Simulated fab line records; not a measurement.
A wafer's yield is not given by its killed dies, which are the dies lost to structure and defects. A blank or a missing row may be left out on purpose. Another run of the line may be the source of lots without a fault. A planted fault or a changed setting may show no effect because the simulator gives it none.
Which tool is to blame?    flow gf180mcu    7 lots, 21 wafers sampled, at 2 steps of a route of 602

== WHAT EACH GAUGE READ, for each wafer ==
GF_STI_THK_MEAS_02.
lot   measured     on             STI_OXIDATION_THK (nm)
L294  day 1 18:43  film metro-02  16.13 16.29 16.23
L296  day 2 04:04  film metro-03  16.69 16.51 15.98
L306  day 4 06:10  film metro-02  9.68 9.68 9.65
L308  day 4 15:16  film metro-04  9.96 10.09 10.17
L310  day 5 00:31  film metro-02  10.24 10.53 10.57
L313  day 5 15:31  film metro-03  10.02 10.00 10.07
L315  day 6 01:55  film metro-03  9.82 9.70 9.83

== WHAT TOOL EACH LOT RAN ON (gives the tool, then ch and the chambers of the sampled wafers, and finally the start) ==
lot   GF_STI_OXIDATION_01
L294  furnace-01 ch 0, day 1 15:07 and furnace-02 ch 0, day 1 17:18
L296  furnace-02 ch 0, day 2 01:07
L306  furnace-01 ch 0, day 4 04:46
L308  furnace-01 ch 0, day 4 13:51
L310  furnace-02 ch 0, day 4 23:07
L313  furnace-01 ch 0, day 5 14:07
L315  furnace-02 ch 0, day 6 00:31
- GF_STI_OXIDATION_01: stabilise 600 s, purge 300 s, target thk 10 nm.

== THE ANSWER, worked out from the rows above alone ==
Rule: what is usual is taken from the lots themselves. Put in order of their means at a reading, lots are off if they are a third of the lots or fewer, leave a main group of 4 or more, and stand apart from it by a gap of 3 or more times the standard deviation of the main group's means; of several such gaps the widest counts. The tables above print the reading to a certain number of digits; a main group whose means all agree to those digits is not used. Also off: a lot with no number at a reading for which 4 or more lots have one. The other lots that the step has rows for count as sound.
Off: L294, L296, seen at GF_STI_THK_MEAS_02 (STI_OXIDATION_THK). The main group: mean 10.00 nm, standard deviation 0.27.
A tool fits if, at a process step before that reading, it ran every lot that is off, and no sound lot after the first of them. Those tools and the gauges at GF_STI_THK_MEAS_02 are tried in the same way. Of those tried, none fits.

== WHAT HAD BEEN PUT IN BY THE SIMULATOR ==
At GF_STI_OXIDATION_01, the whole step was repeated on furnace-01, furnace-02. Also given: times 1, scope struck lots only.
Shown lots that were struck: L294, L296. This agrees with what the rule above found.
